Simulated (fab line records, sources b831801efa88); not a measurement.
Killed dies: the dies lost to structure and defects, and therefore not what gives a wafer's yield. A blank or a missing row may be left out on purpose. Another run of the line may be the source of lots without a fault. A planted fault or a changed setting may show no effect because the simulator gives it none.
Which tool was responsible? / flow sky130 / 12 lots, 36 wafers sampled, at 7 steps of a route of 708

## WHAT THE GAUGES SHOWED, per wafer
SKY_FIELD_ISO_THK_MEAS_04. Usual: for FIELD_ISO_CVD_03_THK the level is 164.9 nm and the standard deviation is 1.7.
lot=L756; measured=day 1 14:42; on=film_metro-04; FIELD_ISO_CVD_03_THK (nm)=164.3 165.5 165.7; flag=
lot=L759; measured=day 2 04:59; on=film_metro-03; FIELD_ISO_CVD_03_THK (nm)=164.2 165.4 164.8; flag=
lot=L760; measured=day 2 10:47; on=film_metro-04; FIELD_ISO_CVD_03_THK (nm)=161.9 161.7 159.8; flag=
lot=L762; measured=day 2 20:40; on=film_metro-03; FIELD_ISO_CVD_03_THK (nm)=163.5 162.6 164.0; flag=
lot=L763; measured=day 3 03:32; on=film_metro-03; FIELD_ISO_CVD_03_THK (nm)=165.0 166.0 165.1; flag=
lot=L772; measured=day 4 22:01; on=film_metro-03; FIELD_ISO_CVD_03_THK (nm)=163.7 163.8 164.1; flag=
lot=L773; measured=day 5 02:29; on=film_metro-01; FIELD_ISO_CVD_03_THK (nm)=164.5 166.0 164.2; flag=
lot=L774; measured=day 5 09:31; on=film_metro-03; FIELD_ISO_CVD_03_THK (nm)=165.3 166.0 164.7; flag=
lot=L775; measured=day 5 13:04; on=film_metro-04; FIELD_ISO_CVD_03_THK (nm)=166.6 167.3 165.6; flag=
lot=L776; measured=day 5 18:23; on=film_metro-04; FIELD_ISO_CVD_03_THK (nm)=165.9 166.9 167.4; flag=
lot=L777; measured=day 5 22:29; on=film_metro-01; FIELD_ISO_CVD_03_THK (nm)=165.6 167.9 166.3; flag=
lot=L778; measured=day 6 04:05; on=film_metro-03; FIELD_ISO_CVD_03_THK (nm)=165.1 165.0 167.1; flag=

SKY_FIELD_ISO_CD_MEAS_13: the cd target is 150 nm. Usual: cd_nm reads 149.6 nm (standard deviation 1.6).
lot=L756; measured=day 2 05:27; on=cd_sem-02; cd_nm (nm)=148.5 149.2 149.5; flag=
lot=L759; measured=day 2 20:37; on=cd_sem-02; cd_nm (nm)=149.1 151.2 151.1; flag=
lot=L760; measured=day 3 01:43; on=cd_sem-01; cd_nm (nm)=147.9 148.7 148.2; flag=
lot=L762; measured=day 3 12:03; on=cd_sem-01; cd_nm (nm)=148.1 147.9 148.1; flag=
lot=L763; measured=day 3 18:34; on=cd_sem-01; cd_nm (nm)=147.3 149.0 148.0; flag=
lot=L772; measured=day 5 15:34; on=cd_sem-01; cd_nm (nm)=148.8 148.5 150.3; flag=
lot=L773; measured=day 5 20:51; on=cd_sem-01; cd_nm (nm)=147.5 146.6 146.3; flag=
lot=L774; measured=day 6 03:56; on=cd_sem-01; cd_nm (nm)=149.1 148.6 149.0; flag=
lot=L775; measured=day 6 07:40; on=cd_sem-01; cd_nm (nm)=146.9 147.1 146.8; flag=
lot=L776; measured=day 6 13:47; on=cd_sem-02; cd_nm (nm)=152.1 151.3 149.1; flag=
lot=L777; measured=day 6 17:09; on=cd_sem-01; cd_nm (nm)=150.6 151.0 150.5; flag=
lot=L778; measured=day 6 23:40; on=cd_sem-01; cd_nm (nm)=149.7 150.9 152.2; flag=

SKY_POLY_GATE_CD_MEAS_13: the cd target is 150 nm. Usual: cd_nm reads 149.9 nm (standard deviation 1.4).
lot=L756; measured=day 15 23:33; on=cd_sem-01; cd_nm (nm)=150.4 149.1 148.5; flag=
lot=L759; measured=day 18 13:12; on=cd_sem-01; cd_nm (nm)=149.9 149.9 151.3; flag=
lot=L760; measured=day 19 08:20; on=cd_sem-01; cd_nm (nm)=151.5 150.3 150.9; flag=
lot=L762; measured=day 19 11:24; on=cd_sem-01; cd_nm (nm)=147.8 147.7 147.4; flag=
lot=L763; measured=day 19 20:33; on=cd_sem-02; cd_nm (nm)=152.4 151.1 149.6; flag=
lot=L772; measured=day 22 04:17; on=cd_sem-01; cd_nm (nm)=149.5 149.3 147.9; flag=
lot=L773; measured=day 22 11:29; on=cd_sem-02; cd_nm (nm)=149.8 148.9 148.3; flag=
lot=L774; measured=day 22 20:49; on=cd_sem-02; cd_nm (nm)=152.3 152.6 152.9; flag=
lot=L775; measured=day 23 03:34; on=cd_sem-02; cd_nm (nm)=150.1 151.0 149.9; flag=
lot=L776; measured=day 23 19:08; on=cd_sem-02; cd_nm (nm)=151.1 150.1 151.1; flag=
lot=L777; measured=day 24 02:32; on=cd_sem-01; cd_nm (nm)=150.6 149.5 150.1; flag=
lot=L778; measured=day 24 06:07; on=cd_sem-01; cd_nm (nm)=150.2 152.0 150.3; flag=

SKY_LDD_P_CD_MEAS_07: the cd target is 380 nm. Usual: cd_nm reads 380.2 nm (standard deviation 2.8).
lot=L756; measured=day 18 11:50; on=cd_sem-02; cd_nm (nm)=381.2 384.4 381.0; flag=
lot=L759; measured=day 21 06:49; on=cd_sem-02; cd_nm (nm)=381.9 384.7 384.6; flag=
lot=L760; measured=day 22 00:14; on=cd_sem-01; cd_nm (nm)=378.6 380.4 379.5; flag=
lot=L762; measured=day 22 03:55; on=cd_sem-01; cd_nm (nm)=382.9 382.7 384.4; flag=
lot=L763; measured=day 22 13:07; on=cd_sem-01; cd_nm (nm)=- - -; flag=OFF
lot=L772; measured=day 24 19:59; on=cd_sem-01; cd_nm (nm)=377.3 377.3 377.5; flag=
lot=L773; measured=day 25 02:19; on=cd_sem-01; cd_nm (nm)=386.2 384.4 381.0; flag=
lot=L774; measured=day 25 10:43; on=cd_sem-01; cd_nm (nm)=376.1 376.1 378.1; flag=
lot=L775; measured=day 25 18:37; on=cd_sem-02; cd_nm (nm)=379.6 381.7 380.6; flag=
lot=L776; measured=day 26 09:04; on=cd_sem-02; cd_nm (nm)=383.8 387.6 384.3; flag=
lot=L777; measured=day 26 16:58; on=cd_sem-02; cd_nm (nm)=381.8 379.4 382.6; flag=
lot=L778; measured=day 26 19:07; on=cd_sem-01; cd_nm (nm)=380.8 382.7 379.8; flag=

SKY_LDD_P_TW_MEAS_11. Usual: for LDD_P_TW the level is 640 and the standard deviation is 3.2.
lot=L756; measured=day 18 12:14; on=film_metro-02; LDD_P_TW=640 640 644; flag=
lot=L759; measured=day 21 07:13; on=film_metro-02; LDD_P_TW=638 636 638; flag=
lot=L760; measured=day 22 00:36; on=film_metro-02; LDD_P_TW=644 641 642; flag=
lot=L762; measured=day 22 04:19; on=film_metro-02; LDD_P_TW=642 641 647; flag=
lot=L763; measured=day 22 13:31; on=film_metro-03; LDD_P_TW=30 30 30; flag=OFF
lot=L772; measured=day 24 20:23; on=film_metro-03; LDD_P_TW=637 636 638; flag=
lot=L773; measured=day 25 02:43; on=film_metro-03; LDD_P_TW=635 636 637; flag=
lot=L774; measured=day 25 11:07; on=film_metro-02; LDD_P_TW=643 645 643; flag=
lot=L775; measured=day 25 19:01; on=film_metro-03; LDD_P_TW=638 638 636; flag=
lot=L776; measured=day 26 09:28; on=film_metro-04; LDD_P_TW=640 640 641; flag=
lot=L777; measured=day 26 17:22; on=film_metro-02; LDD_P_TW=638 639 637; flag=
lot=L778; measured=day 26 19:31; on=film_metro-04; LDD_P_TW=638 641 640; flag=

SKY_LDD_HVP_TW_MEAS_10. Usual: for LDD_HVP_TW the level is 457.7 and the standard deviation is 2.3.
lot=L756; measured=day 21 01:59; on=film_metro-01; LDD_HVP_TW=457.1 456.8 456.0; flag=
lot=L759; measured=day 23 20:40; on=film_metro-03; LDD_HVP_TW=456.2 455.7 456.5; flag=
lot=L760; measured=day 24 13:29; on=film_metro-01; LDD_HVP_TW=460.5 458.3 459.8; flag=
lot=L762; measured=day 24 16:48; on=film_metro-01; LDD_HVP_TW=459.6 461.1 457.6; flag=
lot=L763; measured=day 25 01:42; on=film_metro-03; LDD_HVP_TW=698.5 699.7 698.2; flag=OFF
lot=L772; measured=day 27 08:02; on=film_metro-03; LDD_HVP_TW=455.5 456.6 456.6; flag=
lot=L773; measured=day 27 14:07; on=film_metro-02; LDD_HVP_TW=461.3 458.6 460.9; flag=
lot=L774; measured=day 27 21:44; on=film_metro-03; LDD_HVP_TW=458.0 457.9 457.5; flag=
lot=L775; measured=day 28 05:20; on=film_metro-01; LDD_HVP_TW=454.1 453.2 454.7; flag=
lot=L776; measured=day 28 19:39; on=film_metro-03; LDD_HVP_TW=458.2 458.3 454.7; flag=
lot=L777; measured=day 29 03:00; on=film_metro-03; LDD_HVP_TW=455.5 454.5 455.8; flag=
lot=L778; measured=day 29 05:20; on=film_metro-02; LDD_HVP_TW=457.9 461.6 461.3; flag=

## TOOL THAT RAN EACH LOT (tool first, then ch and the chambers of the sampled wafers, then the start)
lot=L756; SKY_LDD_P_EXPOSE_04=iline_stepper-02 ch 0, day 17 21:16
lot=L759; SKY_LDD_P_EXPOSE_04=iline_stepper-01 ch 0, day 20 15:11
lot=L760; SKY_LDD_P_EXPOSE_04=iline_stepper-02 ch 0, day 21 09:50
lot=L762; SKY_LDD_P_EXPOSE_04=iline_stepper-01 ch 0, day 21 13:03
lot=L763; SKY_LDD_P_EXPOSE_04=iline_stepper-01 ch 0, day 21 22:01
lot=L772; SKY_LDD_P_EXPOSE_04=iline_stepper-02 ch 0, day 24 05:28
lot=L773; SKY_LDD_P_EXPOSE_04=iline_stepper-01 ch 0, day 24 11:44
lot=L774; SKY_LDD_P_EXPOSE_04=iline_stepper-02 ch 0, day 24 20:28
lot=L775; SKY_LDD_P_EXPOSE_04=iline_stepper-01 ch 0, day 25 03:51
lot=L776; SKY_LDD_P_EXPOSE_04=iline_stepper-01 ch 0, day 25 18:55
lot=L777; SKY_LDD_P_EXPOSE_04=iline_stepper-01 ch 0, day 26 02:29
lot=L778; SKY_LDD_P_EXPOSE_04=iline_stepper-01 ch 0, day 26 04:41
- SKY_LDD_P_EXPOSE_04: exposes mask PSDM, target cd 380 nm.

## WHAT THE TOOLS THEMSELVES READ (means of the sampled wafers that have a number; where no wafer has one, the mark that the record gives instead)
The record holds no such reading with a usual standard deviation.

## THE ANSWER, worked out from the rows above alone
Rule: take the mean of a lot's wafers that have a number; if it is more than 3 standard deviations from the usual mean, the lot is off. A lot without any number at a reading at which 4 lots or more have one is off too. All remaining lots with rows at the step are treated as sound. The gauges are gone through in route order, then the tools' own readings, and for those a lot's mean is taken as printed above. At the first step where some lot is off, the reading lying furthest off is the one used; lots without a number count as furthest.
Off at SKY_LDD_P_CD_MEAS_07 (cd_nm): L763. Without a number there: L763.
A tool fits if, at a process step before that reading, it ran every lot that is off, and no sound lot after the first of them. The gauges at SKY_LDD_P_CD_MEAS_07 aren't tried: what is off there is off at SKY_LDD_P_TW_MEAS_11 too, on other tools, and a gauge's error can't cause that. Of those tried, none fits.

## WHAT THE SIMULATOR HAD INSERTED
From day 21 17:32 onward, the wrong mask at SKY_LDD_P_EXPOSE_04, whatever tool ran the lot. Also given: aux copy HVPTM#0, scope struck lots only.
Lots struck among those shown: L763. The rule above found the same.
